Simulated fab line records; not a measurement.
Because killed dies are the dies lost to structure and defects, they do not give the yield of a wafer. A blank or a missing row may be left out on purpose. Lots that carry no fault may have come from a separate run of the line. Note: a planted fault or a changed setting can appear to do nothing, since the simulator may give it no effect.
Chamber matching	flow sky130	rie si-02 running SKY_FIELD_ISO_ETCH_17: 4 sister chambers
The step etches Si in HBr/Cl2/O2, target depth 342 nm, time 97.7 s. 4 wafers are shown with their chamber, then 7 later ones without.

== WAFERS PAIRED WITH THEIR CHAMBERS ==
wafer	chamber	drypump motor current A (A)
L148.1	3	6.1
L150.5	0	5.4
L152.1	1	6.0
L152.5	2	5.1

== WAFERS MISSING THEIR CHAMBER ==
wafer	drypump motor current A (A)
L152.6	5.9
L154.1	6.1
L154.4	5.1
L154.6	6.0
L164.2	5.5
L164.3	5.1
L164.6	6.0

== WHICH CHAMBER EACH WENT THROUGH ==
wafer	from the rows above	in truth
L152.6	can't be placed: 1 or 3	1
L154.1	can't be placed: 3 or 1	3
L154.4	2	2
L154.6	can't be placed: 1 or 3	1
L164.2	0	0
L164.3	2	2
L164.6	can't be placed: 1 or 3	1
Correct placement for 3 of the 7. These rows do not allow placing 4 (true chamber among the candidates in 4). Number placed wrongly: 0.
How it was worked out, from the rows above alone: a wafer's distance from a chamber is the root of the sum, over the readings, of the square of ((its reading less the chamber's mean) divided by the reading's scatter). The wafer belongs to the nearest chamber; if the next one is less than 2 further off, it can't be placed. A chamber's mean is the mean of its shown wafers. The scatter (one wafer shown for each chamber): square how far every hidden wafer sits from the nearest shown wafer, average those squares and take the square root.
